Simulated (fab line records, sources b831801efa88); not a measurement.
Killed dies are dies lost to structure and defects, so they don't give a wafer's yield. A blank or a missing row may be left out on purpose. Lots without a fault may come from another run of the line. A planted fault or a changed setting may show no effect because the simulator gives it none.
A struck lot beside a sound one | flow sky130 | 15 steps out of a route of 708
Sound: wafers L946.1, L946.3, L946.6. Struck: wafers L954.2, L954.4, L954.5. The cause comes at the end.
At each step with rows: each side's tool, then ch and its chambers, then its first start. Under that, the readings that differ: sound wafers | struck wafers | difference of the means | sigmas: that difference in standard deviations of wafers without a fault.
alike: readings whose means differ by less than 2 such deviations, and words and numbers that are the same on both sides. not compared: withheld readings, readings that some wafer has no value for, bounds like >300 that may hide the same value, and numbers for which the record gives no deviation and whose values overlap.
The two part at a step that has a row with sigmas, a row that says differs or no value, or rows on one side only. Numbers that don't overlap but have no deviation are shown without sigmas and don't part them. A reading that every wafer of one side lacks parts them only if that side has two wafers or more.

first, 2 steps without rows for these wafers: SKY_VIA1_ETCH_14 (etches BARC in N2/H2, stops on SiO2, time 45.9 s, target depth 60 nm); SKY_VIA1_ETCH_15 (etches SiO2 in C4F8/O2/Ar, stops on TiN, target depth 351 nm, time 54 s).
SKY_VIA1_STRIP_16: strips in O2/N2.
  sound on plasma_asher-03 ch 0,1, day 33 17:50; struck on plasma_asher-03 ch 0,1, day 36 16:53
  reading                      | sound             | struck            | difference | sigmas
  strip_time_to_endpoint_s (s) | 4.448 4.436 4.449 | 4.473 4.490 4.501 | +0.044     | +2
  alike: drypump_motor_current_A, o2_flow_sccm, oes_product_au
  not compared: rf_hours_counter_h
then, 3 steps without rows for these wafers: SKY_VIA1_STRIP_17 (strips in post etch residue remover, time 1200 s); SKY_VIA1_CLEAN_18 (cleans in IPA, time 180 s); SKY_VIA1_CLEAN_19 (cleans in O3/DIW).
SKY_VIA1_SPUTTER_20: material TiN, target thk 20 nm, time 80 s.
  sound on pvd_sputter-03, day 33 18:25; struck on pvd_sputter-03, day 36 17:31
  alike: cathode_dc_power_W, throttle_valve_pct
SKY_VIA1_CVD_21: deposits W, target thk 270 nm, time 80.902 s.
  sound on cvd_w-02 ch 0,1, day 33 18:29; struck on cvd_w-01 ch 0,1, day 36 17:34
  alike: heater_power_w
SKY_VIA1_RS_MEAS_22: measures by four-point-probe.
  sound on film_metro-03, day 33 18:35; struck on film_metro-04, day 36 17:41
  alike: VIA1_W_RS
SKY_VIA1_THK_MEAS_23: measures by xrf.
  sound on film_metro-03, day 33 18:42; struck on film_metro-04, day 36 17:48
  alike: VIA1_W_THK
SKY_VIA1_CMP_24: polishes, stops on SiO2, t overpolish 15 s, target thk 0 nm.
  sound on cmp-02 ch 1,2, day 33 18:46; struck on cmp-01 ch 0,2, day 36 17:54
  alike: motor_current_A, overpolish_run_s, time_to_endpoint_s
then, 1 step without rows for these wafers: SKY_METAL2_SPUTTER_00 (material Ti, target thk 15 nm, time 10 s).
SKY_METAL2_SPUTTER_01: material TiN, target thk 20 nm, time 16.7 s.
  sound on pvd_sputter-04, day 33 19:05; struck on pvd_sputter-02, day 36 18:10
  reading                                    | sound             | struck           | difference | sigmas
  model.TiN_of_METAL2_SPUTTER_01.thk_nm (nm) | 20.31 20.22 20.24 | 28.86 28.97 28.9 | +8.65      |
  alike: cathode_dc_power_W, throttle_valve_pct
SKY_METAL2_SPUTTER_02: material AlCu, target thk 250 nm, time 13.3 s.
  sound on pvd_sputter-04, day 33 19:06; struck on pvd_sputter-02, day 36 18:11
  alike: cathode_dc_power_W, throttle_valve_pct
then, 1 step without rows for these wafers: SKY_PAD_OPEN_PROBE_99.

WHERE THEY PART
Only at SKY_VIA1_STRIP_16, within this record. Later steps at which nothing parts them and some readings are alike: SKY_VIA1_SPUTTER_20, SKY_VIA1_CVD_21, SKY_VIA1_RS_MEAS_22, SKY_VIA1_THK_MEAS_23, SKY_VIA1_CMP_24, SKY_METAL2_SPUTTER_01, SKY_METAL2_SPUTTER_02.

WHY: what the simulator had put in
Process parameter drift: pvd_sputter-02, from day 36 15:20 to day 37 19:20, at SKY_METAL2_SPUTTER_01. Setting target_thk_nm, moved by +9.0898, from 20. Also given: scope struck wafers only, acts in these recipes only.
